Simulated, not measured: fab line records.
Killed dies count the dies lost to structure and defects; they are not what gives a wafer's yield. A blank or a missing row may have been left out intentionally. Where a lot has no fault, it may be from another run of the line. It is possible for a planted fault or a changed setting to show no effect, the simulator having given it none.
Comparing a struck lot with a sound one + flow sky130 + 43 out of 708 route steps
Sound: these wafers, L489.2, L489.3, L489.5. Wafers struck: L476.1, L476.2, L476.3. The cause is named last.
For every step that has rows: the tool of each side, followed by ch and its chambers, followed by its first start. Under that, the readings that differ: sound wafers + struck wafers + difference of the means + sigmas: that difference in standard deviations of wafers without a fault.
alike: readings whose means differ by less than 2 such deviations, and words and numbers that are the same on both sides. not compared: withheld readings, readings that some wafer has no value for, bounds like >300 that may hide the same value, and numbers for which the record gives no deviation and whose values overlap.
A row with sigmas, a row that says differs or no value, or rows on one side alone: a step with any of these is where the two part. When numbers do not overlap yet have no deviation, they are printed without sigmas and do not part them. A reading that every wafer of one side lacks parts them only if that side has two wafers or more.

first, 6 steps without rows for these wafers: SKY_GATE_OXIDE_HMDS_04 (prime time 60 s); SKY_GATE_OXIDE_COAT_05 (resist thk 1140 nm); SKY_GATE_OXIDE_SOFTBAKE_06 (time 60 s); SKY_GATE_OXIDE_EXPOSE_07 (exposes mask LVOM, target cd 600 nm); SKY_GATE_OXIDE_PEB_08; SKY_GATE_OXIDE_DEVELOP_09 (develop time 60 s).
SKY_GATE_OXIDE_OVL_MEAS_10:
  sound: overlay-01 at day 19 16:35; struck: overlay-01 at day 15 05:47
  alike: GATE_OXIDE_OVL
then, 2 steps without rows for these wafers: SKY_GATE_OXIDE_IMPLANT_11; SKY_GATE_OXIDE_WET_ETCH_12 (etches SiO2 in dHF, target depth 16.8 nm, time 336 s).
SKY_GATE_OXIDE_STRIP_13: strips in O2/N2.
  sound on plasma_asher-04 ch 0, day 19 16:52; struck on plasma_asher-02 ch 0,1, day 15 06:04
| reading                      | sound             | struck            | difference | sigmas |
|------------------------------|-------------------|-------------------|------------|--------|
| drypump_motor_current_A (A)  | 6.4 6.4 6.4       | 6.0 5.4 5.4       | -0.8       | -2     |
| strip_time_to_endpoint_s (s) | 14.17 14.20 14.15 | 14.28 14.23 14.26 | +0.08      | +2     |
  alike: oes_product_au
  not compared: rf_hours_counter_h
SKY_GATE_OXIDE_TW_MEAS_14:
  sound: film_metro-01 at day 19 16:59; struck: film_metro-03 at day 15 06:10
  alike: GATE_OXIDE_TW
then, 1 step without rows for these wafers: SKY_GATE_OXIDE_CLEAN_15 (cleans in SC1/SC2, time 150 s).
SKY_GATE_OXIDE_OXIDATION_16: stabilise 600 s, purge 300 s, target thk 3.57 nm.
  sound on furnace-01 ch 0, day 19 17:05; struck on furnace-01 ch 0, day 15 07:10
  alike: spike_tc_lower_C, zone_power_lower_pct, zone_power_top_pct
then, 1 step without rows for these wafers: SKY_POLY_GATE_CVD_00 (deposits poly-Si, target thk 180 nm, time 720 s).
SKY_POLY_GATE_THK_MEAS_01:
  sound: film_metro-04 at day 19 19:49; struck: film_metro-04 at day 15 09:54
  alike: POLY_GATE_CVD_00_THK
then, 9 steps without rows for these wafers: SKY_RES_PROTECT_DEHYDRATE_00 (time 60 s); SKY_RES_PROTECT_HMDS_01 (prime time 60 s); SKY_RES_PROTECT_COAT_02 (resist thk 1140 nm); SKY_RES_PROTECT_SOFTBAKE_03 (time 60 s); SKY_RES_PROTECT_EXPOSE_04 (exposes mask RPM, target cd 1270 nm); SKY_RES_PROTECT_PEB_05; SKY_RES_PROTECT_DEVELOP_06 (develop time 60 s); SKY_POLY_GATE_IMPLANT_02; SKY_RES_PROTECT_STRIP_07 (strips in O2/N2).
SKY_RES_PROTECT_TW_MEAS_08:
  sound: film_metro-03 at day 21 02:53; struck: film_metro-03 at day 16 13:02
  alike: POLY_GATE_TW
then, 2 steps without rows for these wafers: SKY_RES_PROTECT_CLEAN_09 (cleans in SC1/SC2, time 150 s); SKY_POLY_GATE_CVD_03 (deposits Si3N4 from DCS/NH3, target thk 75 nm, time 1290 s).
SKY_POLY_GATE_THK_MEAS_04:
  sound: film_metro-04 at day 21 04:21; struck: film_metro-02 at day 16 15:54
  alike: POLY_GATE_CVD_03_THK
then, 8 steps without rows for these wafers: SKY_POLY_GATE_DEHYDRATE_05 (time 60 s); SKY_POLY_GATE_HMDS_06 (prime time 60 s); SKY_POLY_GATE_COAT_07 (resist thk 110 nm); SKY_POLY_GATE_COAT_08 (resist thk 450 nm); SKY_POLY_GATE_SOFTBAKE_09 (time 90 s); SKY_POLY_GATE_EXPOSE_10 (exposes mask P1M, target cd 150 nm); SKY_POLY_GATE_PEB_11; SKY_POLY_GATE_DEVELOP_12 (develop time 60 s).
SKY_POLY_GATE_CD_MEAS_13: the cd target is 150 nm.
  sound: cd_sem-01 at day 22 10:52; struck: cd_sem-01 at day 17 20:20
  alike: cd_nm
SKY_POLY_GATE_OVL_MEAS_14:
  sound: overlay-01 at day 22 10:59; struck: overlay-02 at day 17 20:28
  alike: POLY_GATE_OVL
SKY_POLY_GATE_ETCH_15: etches BARC in N2/H2, stops on SiO2, time 118.5 s, target depth 110 nm.
  sound on rie_diel-02 ch 1,2, day 22 11:01; struck on rie_diel-01 ch 0,1,3, day 17 20:29
  alike: drypump_motor_current_A, oes_product_au, throttle_valve_pct
  not compared: rf_hours_counter_h
SKY_POLY_GATE_ETCH_16: etches Si3N4 in CH3F/O2, stops on poly-Si, time 147.5 s, target depth 75 nm.
  sound on rie_diel-02 ch 1,2, day 22 11:05; struck on rie_diel-01 ch 0,1,3, day 17 20:34
  alike: drypump_motor_current_A, oes_product_au, throttle_valve_pct
  not compared: rf_hours_counter_h
SKY_POLY_GATE_ETCH_17: etches poly-Si in HBr/Cl2, stops on SiO2, target depth 180 nm, time 70.5 s.
  sound on rie_si-01 ch 0,1, day 22 11:11; struck on rie_si-02 ch 1,2,3, day 17 20:40
  alike: drypump_motor_current_A, oes_product_au, throttle_valve_pct
  not compared: rf_hours_counter_h
SKY_POLY_GATE_STRIP_18: strips in O2/N2.
  sound on plasma_asher-04 ch 0,1, day 22 11:14; struck on plasma_asher-01 ch 0,1, day 17 20:44
  alike: drypump_motor_current_A, oes_product_au, strip_time_to_endpoint_s
  not compared: rf_hours_counter_h
-- a jump in the record: the struck wafers' starts before and after are 29 days apart (it breaks off in module POLY_GATE and resumes in module PAD_OPEN, where the first step shown is number 708 of the route) --
SKY_PAD_OPEN_PROBE_99:
  sound: prober-01 at day 49 21:35; struck: prober-02 at day 47 01:11
| reading                                     | sound                   | struck                 | difference | sigmas |
|---------------------------------------------|-------------------------|------------------------|------------|--------|
| model.etest.cap_thin_oxide.gate_log10_a_cm2 | -7.199 -7.096 -7.2      | -7.801 -7.429 -7.367   | -0.367     |        |
| model.etest.cap_thin_oxide.tox_acc_nm (nm)  | 4.354 4.323 4.326       | 4.531 4.401 4.408      | +0.112     |        |
| model.etest.pfet_01v8.tox_inv_nm (nm)       | 4.418 4.422 4.426       | 4.583 4.479 4.461      | +0.086     |        |
| model.etest.nfet_01v8.tox_inv_nm (nm)       | 4.356 4.368 4.356       | 4.526 4.405 4.39       | +0.080     |        |
| model.etest.pfet_01v8_hvt.body_rise_v (V)   | -0.1972 -0.1946 -0.1964 | -0.202 -0.1979 -0.1981 | -0.003     |        |
  alike: killed_at_M0_to_M3, killed_at_M4_up, killed_at_contacts, killed_at_front_end, killed_at_other, killed_dies, killed_open, killed_short
  not compared: model.etest.nfet_01v8.vt_long_v, model.etest.nfet_01v8.body_rise_v, model.etest.pfet_01v8.body_rise_v

## WHERE THEY PART
Within this record, at SKY_GATE_OXIDE_STRIP_13 only. Later steps at which nothing parts them and some readings are alike: SKY_GATE_OXIDE_TW_MEAS_14, SKY_GATE_OXIDE_OXIDATION_16, SKY_POLY_GATE_THK_MEAS_01, SKY_RES_PROTECT_TW_MEAS_08, SKY_POLY_GATE_THK_MEAS_04, SKY_POLY_GATE_CD_MEAS_13, SKY_POLY_GATE_OVL_MEAS_14, SKY_POLY_GATE_ETCH_15, SKY_POLY_GATE_ETCH_16, SKY_POLY_GATE_ETCH_17, SKY_POLY_GATE_STRIP_18, SKY_PAD_OPEN_PROBE_99.

WHY: whatever the simulator had introduced
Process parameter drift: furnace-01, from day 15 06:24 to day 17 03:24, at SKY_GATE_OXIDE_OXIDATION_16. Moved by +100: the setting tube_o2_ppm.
